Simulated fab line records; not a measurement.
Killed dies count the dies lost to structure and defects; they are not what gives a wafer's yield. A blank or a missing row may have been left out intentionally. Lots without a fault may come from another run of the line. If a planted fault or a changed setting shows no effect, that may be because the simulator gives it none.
The tool behind it: which one? + flow sky130 + Sampling: 11 lots, 33 wafers, 3 of 708 route steps

WHAT THE GAUGES SHOWED, per wafer
SKY_LDD_HVP_TW_MEAS_10.
| lot  | measured     | on            | LDD_HVP_TW              |
|------|--------------|---------------|-------------------------|
| L793 | day 21 12:34 | film_metro-03 | 451 451 453             |
| L797 | day 23 11:26 | film_metro-01 | 456 460 458             |
| L799 | day 24 05:56 | film_metro-03 | 449 449 448             |
| L800 | day 24 17:39 | film_metro-03 | 449 449 450             |
| L805 | day 26 06:25 | film_metro-01 | 457 458 456             |
| L808 | day 27 10:58 | film_metro-04 | 455 450 453             |
| L810 | day 27 22:48 | film_metro-03 | 445 446 446             |
| L811 | day 28 09:34 | film_metro-03 | 471 472 472 471 472 472 |
| L812 | day 28 11:43 | film_metro-01 | 478 478 478 478 481 476 |
| L813 | day 28 16:53 | film_metro-03 | 470 472 473 473 474 471 |
| L816 | day 30 06:27 | film_metro-04 | 455 454 454             |

SKY_CONTACT_OVL_MEAS_15.
| lot  | measured     | on         | CONTACT_OVL (nm) |
|------|--------------|------------|------------------|
| L793 | day 31 15:44 | overlay-01 | -2 -5 -9         |
| L797 | day 33 09:08 | overlay-01 | 5 8 11           |
| L799 | day 33 22:38 | overlay-02 | -17 -8 -11       |
| L800 | day 34 10:56 | overlay-02 | -14 -6 -8        |
| L805 | day 35 19:38 | overlay-02 | 0 1 4            |
| L808 | day 36 21:23 | overlay-01 | -1 -6 -4         |
| L810 | day 37 08:26 | overlay-02 | 2 2 7            |
| L811 | day 37 17:12 | overlay-01 | 1 0 -6           |
| L812 | day 37 20:21 | overlay-01 | -2 -2 0          |
| L813 | day 37 23:05 | overlay-02 | 3 7 1            |
| L816 | day 39 11:11 | overlay-02 | 0 4 5            |

WHICH TOOL RAN EACH LOT (tool, then ch and the chambers of the sampled wafers, then the start)
| lot  | SKY_LDD_HVP_IMPLANT_08          |
|------|---------------------------------|
| L793 | implanter-03 ch 0, day 21 12:19 |
| L797 | implanter-02 ch 0, day 23 11:11 |
| L799 | implanter-04 ch 0, day 24 05:41 |
| L800 | implanter-02 ch 0, day 24 17:25 |
| L805 | implanter-04 ch 0, day 26 06:10 |
| L808 | implanter-02 ch 0, day 27 10:45 |
| L810 | implanter-03 ch 0, day 27 22:34 |
| L811 | implanter-02 ch 0, day 28 09:19 |
| L812 | implanter-02 ch 0, day 28 11:28 |
| L813 | implanter-02 ch 0, day 28 16:38 |
| L816 | implanter-04 ch 0, day 30 06:12 |
- SKY_LDD_HVP_IMPLANT_08

WHAT THE TOOLS THEMSELVES READ (means of the sampled wafers that have a number; where no wafer has one, the mark that the record gives instead)
SKY_LDD_HVP_IMPLANT_08.
| lot  | tool         | beam_energy_keV | dose_ions_cm2 | end_station_pressure_torr (Torr) | faraday_current_uA |
|------|--------------|-----------------|---------------|----------------------------------|--------------------|
| L793 | implanter-03 | 20.003          | 1.7002e+13    | 5.20e-06                         | 96.0               |
| L797 | implanter-02 | 20.002          | 1.6986e+13    | 5.08e-06                         | 95.8               |
| L799 | implanter-04 | 20.000          | 1.7004e+13    | 4.81e-06                         | 96.4               |
| L800 | implanter-02 | 19.993          | 1.7006e+13    | 5.11e-06                         | 93.6               |
| L805 | implanter-04 | 19.998          | 1.6983e+13    | 4.90e-06                         | 96.7               |
| L808 | implanter-02 | 20.005          | 1.6993e+13    | 4.96e-06                         | 94.3               |
| L810 | implanter-03 | 19.998          | 1.7018e+13    | 5.12e-06                         | 95.9               |
| L811 | implanter-02 | 25.099          | 1.6991e+13    | 5.15e-06                         | 95.5               |
| L812 | implanter-02 | 25.097          | 1.6981e+13    | 4.87e-06                         | 94.8               |
| L813 | implanter-02 | 25.100          | 1.7006e+13    | 4.87e-06                         | 96.6               |
| L816 | implanter-04 | 19.996          | 1.6994e+13    | 4.98e-06                         | 96.4               |

THE ANSWER, worked out from the rows above alone
Rule: the lots themselves supply what counts as usual. Put in order of their means at a reading, lots are off if they are a third of the lots or fewer, leave a main group of 4 or more, and stand apart from it by a gap of 3 or more times the standard deviation of the main group's means; of several such gaps the widest counts. A main group is skipped when, at the precision printed for the reading in the tables above, its means are all equal. A lot without any number at a reading at which 4 lots or more have one is off too. The other lots that the step has rows for count as sound. The gauges are gone through in route order, then the tools' own readings, and for those a lot's mean is taken as printed above. At the first step where some lot is off, the reading lying furthest off is the one used; lots without a number count as furthest.
Off: at SKY_LDD_HVP_TW_MEAS_10 (LDD_HVP_TW), L811, L812, L813. For the main group the mean is 452 and the standard deviation 4.
If a tool, at a process step before that reading, ran all the lots that are off and no sound lot after the first of them, it fits. Not tried: the gauges at SKY_LDD_HVP_TW_MEAS_10; whatever is off there is also off at SKY_LDD_HVP_IMPLANT_08, on other tools, and gauge error can't account for it. One candidate fits, namely implanter-02 at SKY_LDD_HVP_IMPLANT_08. Its last sound lot is L808 (day 27 10:45), its first lot that is off L811 (day 28 09:19): a fault that began between those two fits.
On the lots that are off, the tool's own readings at SKY_LDD_HVP_IMPLANT_08 differ by more than 5 times the standard deviation of the sound lots' means, which bears it out; beam_energy_keV reads 25.099 there versus 19.999 on the sound lots.

WHAT HAD BEEN PUT IN BY THE SIMULATOR
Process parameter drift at SKY_LDD_HVP_IMPLANT_08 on implanter-02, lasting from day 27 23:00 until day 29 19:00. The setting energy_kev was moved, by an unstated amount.
Shown lots that were struck: L811, L812, L813. The rule given above showed the same thing.
